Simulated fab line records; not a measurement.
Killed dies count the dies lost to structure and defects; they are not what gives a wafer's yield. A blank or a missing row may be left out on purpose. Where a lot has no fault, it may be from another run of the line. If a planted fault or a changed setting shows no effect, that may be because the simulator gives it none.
The tool behind it: which one?	flow gf180mcu	14 lots with 42 wafers sampled at 2 steps, on a route of 602 steps

## WHAT THE GAUGES SHOWED, per wafer
GF_VT_IMPLANT_TW_MEAS_21.
lot	measured	on	VT_IMPLANT_2_TW
L406	day 6 04:49	filmMetro-01	1233 1230 1240
L407	day 6 15:20	filmMetro-01	1232 1243 1244
L408	day 6 23:32	filmMetro-01	1237 1243 1233
L411	day 7 13:13	filmMetro-01	1234 1225 1230
L412	day 7 18:56	filmMetro-03	1218 1212 1213
L413	day 8 04:49	filmMetro-01	1228 1228 1233
L414	day 8 10:30	filmMetro-03	1198 1203 1204
L415	day 8 13:57	filmMetro-01	1226 1233 1233
L424	day 10 21:01	filmMetro-01	1241 1229 1233
L425	day 11 03:50	filmMetro-02	1193 1193 1193
L426	day 11 08:59	filmMetro-01	1230 1229 1221
L427	day 11 17:16	filmMetro-01	1220 1233 1221
L428	day 11 23:25	filmMetro-02	1189 1196 1185
L429	day 12 07:40	filmMetro-03	1200 1201 1197

GF_VT_IMPLANT_OVL_MEAS_40.
lot	measured	on	VT_IMPLANT_03_OVL (nm)
L406	day 7 10:47	overlay-01	-0.3 -1.2 0.1
L407	day 7 22:17	overlay-01	0.9 1.7 2.7
L408	day 8 07:25	overlay-01	0.0 -0.1 -0.7
L411	day 8 21:35	overlay-01	1.1 2.4 2.3
L412	day 9 04:19	overlay-02	1.1 0.7 2.1
L413	day 9 12:44	overlay-02	-1.3 0.4 -1.2
L414	day 9 19:38	overlay-02	0.0 0.0 -1.4
L415	day 9 22:41	overlay-01	-0.5 0.0 -1.1
L424	day 12 11:11	overlay-01	0.1 0.7 -1.1
L425	day 12 16:47	overlay-02	0.6 1.6 1.1
L426	day 12 22:02	overlay-02	-0.5 -1.5 -1.4
L427	day 13 07:50	overlay-02	3.5 3.5 3.1
L428	day 13 14:00	overlay-01	0.3 0.2 0.0
L429	day 13 23:41	overlay-02	-1.5 -0.3 0.1

## WHICH TOOL RAN EACH LOT (tool, then ch and the chambers of the sampled wafers, then the start)
No process step before these readings appears in the record.

## WHAT THE TOOLS THEMSELVES READ (means of the sampled wafers that have a number; where no wafer has one, the mark that the record gives instead)
The record holds no such reading with a usual standard deviation.

## THE ANSWER, worked out from the rows above alone
Rule: the usual values come from the lots themselves. Put in order of their means at a reading, lots are off if they are a third of the lots or fewer, leave a main group of 4 or more, and stand apart from it by a gap of 3 or more times the standard deviation of the main group's means; of several such gaps the widest counts. If all means in a main group match to the digits the tables above print for the reading, that group is not used. Also off: a lot with no number at a reading for which 4 or more lots have one. The other lots that the step has rows for count as sound. Order of review: gauges by route order, followed by the tools' own readings, for which a lot's mean as printed above is used. The first step at which some lot is off is used, and at that step the reading that is off furthest; a lot without a number counts as furthest.
No lot is off at any reading shown: from this, nothing can be told.

## WHAT WAS PUT IN BY THE SIMULATOR
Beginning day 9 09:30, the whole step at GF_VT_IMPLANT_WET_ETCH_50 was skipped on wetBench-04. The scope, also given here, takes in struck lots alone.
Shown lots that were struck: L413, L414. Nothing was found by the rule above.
